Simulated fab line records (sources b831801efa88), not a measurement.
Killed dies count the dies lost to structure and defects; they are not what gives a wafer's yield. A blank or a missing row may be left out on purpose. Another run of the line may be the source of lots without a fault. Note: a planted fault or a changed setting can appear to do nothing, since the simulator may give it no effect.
Which tool is to blame? -- flow sky130 -- 13 lots, 38 wafers sampled, at 5 steps of a route of 708

WHAT EACH GAUGE READ, for each wafer
The record holds no reading of a measuring or inspecting step that can be judged against a usual standard deviation.

WHICH TOOL RAN EACH LOT (tool, then ch and the chambers of the sampled wafers, then the start)
lot,SKY_VIA4_ETCH_12,SKY_VIA4_CLEAN_16,SKY_METAL5_SPUTTER_00,SKY_METAL5_SPUTTER_03,SKY_PAD_OPEN_PROBE_99
L720,"rie diel-04 ch 2,3, day 42 17:19","wet bench-03 ch 1, day 42 17:58","pvd sputter-01, day 42 19:08","pvd sputter-01, day 42 19:14",-
L722,"rie diel-02 ch 1,2,3, day 43 09:52","wet bench-02 ch 0, day 43 10:27","pvd sputter-03, day 43 11:14","pvd sputter-03, day 43 11:20","prober-01, day 46 07:05"
L723,"rie diel-03 ch 0,2,3, day 43 23:05","wet bench-04 ch 3, day 43 23:40","pvd sputter-03, day 44 00:27","pvd sputter-03, day 44 00:33","prober-02, day 46 19:34"
L725,"rie diel-02 ch 1,2,3, day 44 12:02","wet bench-03 ch 3, day 44 12:38","pvd sputter-02, day 44 13:25","pvd sputter-02, day 44 13:31","prober-01, day 47 07:09"
L726,"rie diel-04 ch 1,3, day 44 22:11","wet bench-04 ch 1, day 44 22:46","pvd sputter-01, day 44 23:33","pvd sputter-01, day 44 23:39",-
L727,"rie diel-03 ch 0,1,2, day 45 04:08","wet bench-04 ch 3, day 45 04:52","pvd sputter-03, day 45 05:40","pvd sputter-03, day 45 05:46",-
L728,"rie diel-03 ch 0,1,2, day 45 05:52","wet bench-02 ch 0, day 45 06:26","pvd sputter-02, day 45 07:14","pvd sputter-02, day 45 07:20",-
L730,"rie diel-04 ch 0,3, day 45 13:08","wet bench-03 ch 1, day 45 13:43","pvd sputter-03, day 45 14:30","pvd sputter-03, day 45 14:36",-
L731,"rie diel-04 ch 0,2,3, day 45 21:29","wet bench-02 ch 3, day 45 22:05","pvd sputter-02, day 45 22:53","pvd sputter-02, day 45 22:59",-
L732,"rie diel-04 ch 0,1, day 46 03:25","wet bench-02 ch 2, day 46 03:59","pvd sputter-01, day 46 05:04","pvd sputter-01, day 46 05:10",-
L736,"rie diel-03 ch 0,3, day 47 06:08","wet bench-03 ch 3, day 47 06:43","pvd sputter-02, day 47 07:39","pvd sputter-02, day 47 07:45","prober-01, day 49 18:16"
L738,"rie diel-03 ch 0,2, day 47 18:59","wet bench-03 ch 2, day 47 19:34","pvd sputter-03, day 47 20:26","pvd sputter-03, day 47 20:32","prober-02, day 50 05:03"
L742,"rie diel-04 ch 0,1, day 48 11:56","wet bench-04 ch 1, day 48 12:30","pvd sputter-01, day 48 13:17","pvd sputter-01, day 48 13:23",-
- SKY_VIA4_ETCH_12: etches SiO2 in C4F8/O2/Ar, stops on TiN, target depth 580 nm.
- SKY_VIA4_CLEAN_16: cleans in O3/DIW.
- SKY_METAL5_SPUTTER_00: material Ti, target thk 15 nm, time 10 s.
- SKY_METAL5_SPUTTER_03: material Ti, target thk 5 nm, time 3.3 s.
- SKY_PAD_OPEN_PROBE_99

AS READ BY THE TOOLS THEMSELVES (means over the sampled wafers that have a number; for cases with no such wafer, the mark the record gives instead)
SKY_VIA4_ETCH_12. Usual: oes product au at 0.926 a.u., with a standard deviation of 0.0047.
lot,tool,oes product au (a.u.),flag
L720,rie diel-04,0.921,
L722,rie diel-02,0.924,
L723,rie diel-03,0.928,
L725,rie diel-02,0.926,
L726,rie diel-04,0.926,
L727,rie diel-03,0.927,
L728,rie diel-03,0.923,
L730,rie diel-04,0.928,
L731,rie diel-04,0.927,
L732,rie diel-04,0.923,
L736,rie diel-03,0.926,
L738,rie diel-03,0.927,
L742,rie diel-04,0.927,

SKY_METAL5_SPUTTER_00. Usual: chamber pressure pa 0.4002 Pa, standard deviation 0.0011; throttle valve pct 29.8 %, standard deviation 0.74.
lot,tool,chamber pressure pa (Pa),throttle valve pct (%),flag
L720,pvd sputter-01,0.3997,30.5,
L722,pvd sputter-03,0.4006,29.9,
L723,pvd sputter-03,0.4001,30.2,
L725,pvd sputter-02,0.4007,29.0,
L726,pvd sputter-01,0.4004,30.3,
L727,pvd sputter-03,0.4001,30.0,
L728,pvd sputter-02,0.4001,29.0,
L730,pvd sputter-03,0.4013,29.9,
L731,pvd sputter-02,0.3998,29.0,
L732,pvd sputter-01,0.3999,30.2,
L736,pvd sputter-02,0.4002,29.0,
L738,pvd sputter-03,0.4010,30.2,
L742,pvd sputter-01,0.3999,30.5,

SKY_METAL5_SPUTTER_03. Usual: chamber pressure pa 0.4000 Pa, standard deviation 0.00069; throttle valve pct 29.7 %, standard deviation 0.75.
lot,tool,chamber pressure pa (Pa),throttle valve pct (%),flag
L720,pvd sputter-01,0.4003,30.3,
L722,pvd sputter-03,0.3991,29.9,
L723,pvd sputter-03,0.4004,30.1,
L725,pvd sputter-02,0.4008,29.0,
L726,pvd sputter-01,0.4000,30.3,
L727,pvd sputter-03,0.4000,30.2,
L728,pvd sputter-02,0.4004,28.8,
L730,pvd sputter-03,0.4001,30.0,
L731,pvd sputter-02,0.3996,29.0,
L732,pvd sputter-01,0.4003,30.1,
L736,pvd sputter-02,0.4003,29.0,
L738,pvd sputter-03,0.4005,30.3,
L742,pvd sputter-01,0.4000,30.5,

SKY_PAD_OPEN_PROBE_99. Usual: defect limited yield 82.2 %, standard deviation 1.9; killed_at_M0_to_M3 44, standard deviation 6.9; killed_at_M4_up 3.3, standard deviation 1.8; killed at contacts 24, standard deviation 5; killed at front end 16, standard deviation 4.6; killed at other 0.2, standard deviation 0.42; killed dies 88, standard deviation 9.2; killed open 48, standard deviation 7.3; killed short 40, standard deviation 6.5; sort_bin_3_pad_short 0.9 %, standard deviation 0.43; sort_bin_5_function 10.6 %, standard deviation 1.5; sort_bin_6_memory 6.4 %, standard deviation 1.1; sort n pass 404, standard deviation 9.2; sort yield pct 82.2 %, standard deviation 1.9.
lot,tool,defect limited yield (%),killed_at_M0_to_M3,killed_at_M4_up,killed at contacts,killed at front end,killed at other,killed dies,killed open,killed short,sort_bin_3_pad_short (%),sort_bin_5_function (%),sort_bin_6_memory (%),sort n pass,sort yield pct (%),flag
L722,prober-01,80.8,49,5.3,27,13,0.3,95,46,49,0.6,12.5,6.2,397,80.8,
L723,prober-02,83.0,39,5.7,23,15,0.3,83,36,47,1.0,9.5,6.4,409,83.0,
L725,prober-01,82.2,41,3.7,23,20,0.3,87,48,39,0.7,10.9,6.2,405,82.2,
L736,prober-01,80.3,52,3.0,29,12,1.0,97,58,38,0.6,10.8,8.3,395,80.3,
L738,prober-02,77.7,40,29.5,22,20,0.0,110,48,36,1.6,14.1,6.6,382,77.7,OFF

THE ANSWER, worked out from the rows above alone
Rule: take the mean of a lot's wafers that have a number; if it is more than 3 standard deviations from the usual mean, the lot is off. Also off: a lot with no number at a reading for which 4 or more lots have one. The other lots that the step has rows for count as sound. Order of review: gauges by route order, followed by the tools' own readings, for which a lot's mean as printed above is used. The first step at which some lot is off is used, and at that step the reading that is off furthest; a lot without a number counts as furthest.
Off at SKY_PAD_OPEN_PROBE_99 (killed_at_M4_up): L738. Neither off nor sound, because the step has no rows for them: L720, L726, L727, L728, L730, L731, L732, L742.
A tool fits if, at that step or a process step before it, it ran every lot that is off, and no sound lot after the first of them. Can't be told from this: 4 tools fit, rie diel-03 at SKY_VIA4_ETCH_12, wet bench-03 at SKY_VIA4_CLEAN_16, pvd sputter-03 at SKY_METAL5_SPUTTER_00 and SKY_METAL5_SPUTTER_03, prober-02 at SKY_PAD_OPEN_PROBE_99.

WHAT THE SIMULATOR HAD INSERTED
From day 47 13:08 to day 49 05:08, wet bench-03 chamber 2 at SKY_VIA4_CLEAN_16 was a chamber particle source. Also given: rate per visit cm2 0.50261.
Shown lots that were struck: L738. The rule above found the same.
